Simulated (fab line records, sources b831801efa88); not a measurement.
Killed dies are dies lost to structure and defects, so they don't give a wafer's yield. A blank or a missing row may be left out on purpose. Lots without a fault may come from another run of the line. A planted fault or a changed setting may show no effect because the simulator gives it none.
Tool commonality check | flow sky130 | 10 lots, 30 wafers sampled

WHY IT WAS OPENED
At SKY_CAP2M_RS_MEAS_03 the reading CAP2M_TIN_RS is flagged on 3 of 10 lots. Wafers without a fault read 6.90 ohm/sq, standard deviation 0.064.
Rule: a lot is flagged when every wafer of it that has a number lies more than 4 standard deviations from that mean, or none has a number. The other lots count as sound.

lot  | measured     | on            | CAP2M_TIN_RS (ohm/sq), wafer by wafer | flag
L447 | day 40 03:45 | film_metro-03 | 7.00 6.97 7.01                        |
L449 | day 40 08:40 | film_metro-02 | 6.83 6.77 6.80                        |
L453 | day 41 23:17 | film_metro-04 | 6.88 6.90 6.88                        |
L454 | day 42 07:45 | film_metro-04 | 6.92 6.90 6.94                        |
L455 | day 42 16:37 | film_metro-03 | 6.92 6.91 6.93                        |
L457 | day 43 01:10 | film_metro-03 | 6.87 6.83 6.81                        |
L459 | day 43 14:43 | film_metro-04 | 7.05 6.99 7.10                        |
L461 | day 43 21:30 | film_metro-02 | 6.56 6.54 6.58                        | FLAGGED
L460 | day 43 23:32 | film_metro-04 | 6.52 6.52 6.49                        | FLAGGED
L462 | day 44 08:37 | film_metro-04 | 6.55 6.50 6.54                        | FLAGGED
The numbers of the flagged lots are 6.53 ohm/sq on average: -0.37 ohm/sq against the usual, or -6 standard deviations.

WHICH TOOL RAN EACH LOT
The record holds 3 process steps before the reading, out of a route of 708 steps. In each cell: the tool, then ch and the chambers that the sampled wafers went through, then the start.
lot  | flag    | SKY_VIA1_ETCH_15                   | SKY_VIA1_CVD_21               | SKY_CAP2M_SPUTTER_02
L447 |         | rie_diel-03 ch 1,2,3, day 34 08:49 | cvd_w-01 ch 0,1, day 34 09:31 | pvd_sputter-04, day 40 03:37
L449 |         | rie_diel-03 ch 0,2,3, day 34 14:53 | cvd_w-01 ch 0,1, day 34 15:38 | pvd_sputter-01, day 40 08:34
L453 |         | rie_diel-01 ch 1,2,3, day 36 08:03 | cvd_w-02 ch 0,1, day 36 09:11 | pvd_sputter-01, day 41 23:10
L454 |         | rie_diel-02 ch 0,2,3, day 36 17:30 | cvd_w-02 ch 0,1, day 36 18:14 | pvd_sputter-01, day 42 07:37
L455 |         | rie_diel-02 ch 0,2, day 37 03:11   | cvd_w-02 ch 0, day 37 03:56   | pvd_sputter-04, day 42 16:30
L457 |         | rie_diel-03 ch 0,1,2, day 37 14:45 | cvd_w-02 ch 0, day 37 15:29   | pvd_sputter-01, day 43 01:04
L459 |         | rie_diel-01 ch 0,1,3, day 38 05:15 | cvd_w-01 ch 0,1, day 38 05:59 | pvd_sputter-04, day 43 14:36
L461 | FLAGGED | rie_diel-01 ch 0,2,3, day 38 13:12 | cvd_w-02 ch 0,1, day 38 13:54 | pvd_sputter-01, day 43 21:23
L460 | FLAGGED | rie_diel-03 ch 1,2, day 38 13:51   | cvd_w-02 ch 0,1, day 38 14:37 | pvd_sputter-01, day 43 23:23
L462 | FLAGGED | rie_diel-02 ch 0,1,3, day 38 22:07 | cvd_w-02 ch 0,1, day 38 22:48 | pvd_sputter-01, day 44 08:31
What these steps do:
- SKY_VIA1_ETCH_15: etches SiO2 in C4F8/O2/Ar, stops on TiN, target depth 351 nm, time 54 s.
- SKY_VIA1_CVD_21: deposits W, target thk 270 nm, time 80.902 s.
- SKY_CAP2M_SPUTTER_02: material TiN, target thk 200 nm, time 166.7 s.
- SKY_CAP2M_RS_MEAS_03: measures by four-point-probe.

FLAGGED OVER TOTAL, TOOL BY TOOL (the gauges that took the reading come last)
step                 | tool           | lots run | flagged | share of the flagged lots | sound lots run after its first flagged lot
SKY_VIA1_ETCH_15     | rie_diel-01    | 3        | 1       | some                      | 0
SKY_VIA1_ETCH_15     | rie_diel-02    | 3        | 1       | some                      | 0
SKY_VIA1_ETCH_15     | rie_diel-03    | 4        | 1       | some                      | 0
SKY_VIA1_CVD_21      | cvd_w-01       | 3        | 0       | none                      | -
SKY_VIA1_CVD_21      | cvd_w-02       | 7        | 3       | all                       | 0
SKY_CAP2M_SPUTTER_02 | pvd_sputter-01 | 7        | 3       | all                       | 0
SKY_CAP2M_SPUTTER_02 | pvd_sputter-04 | 3        | 0       | none                      | -
SKY_CAP2M_RS_MEAS_03 | film_metro-02  | 2        | 1       | some                      | 0
SKY_CAP2M_RS_MEAS_03 | film_metro-03  | 3        | 0       | none                      | -
SKY_CAP2M_RS_MEAS_03 | film_metro-04  | 5        | 2       | some                      | 0

WHAT THE TABLE ALLOWS
2 rows of the table ran every flagged lot: cvd_w-02 at SKY_VIA1_CVD_21, pvd_sputter-01 at SKY_CAP2M_SPUTTER_02.
- cvd_w-02 at SKY_VIA1_CVD_21: 3 of its 7 lots flagged. Its last sound lot is L457 (day 37 15:29), its first flagged lot L461 (day 38 13:54): a fault that began between those two fits.
- pvd_sputter-01 at SKY_CAP2M_SPUTTER_02: 3 of its 7 lots flagged. Its last sound lot is L457 (day 43 01:04), its first flagged lot L461 (day 43 21:23): a fault that began between those two fits.
Counting lots can't tell these 2 tools apart, because each fits a fault that began at some hour. More lots, or a look at what each step does to the wafer, might.

WHAT THE SIMULATOR HAD PUT IN
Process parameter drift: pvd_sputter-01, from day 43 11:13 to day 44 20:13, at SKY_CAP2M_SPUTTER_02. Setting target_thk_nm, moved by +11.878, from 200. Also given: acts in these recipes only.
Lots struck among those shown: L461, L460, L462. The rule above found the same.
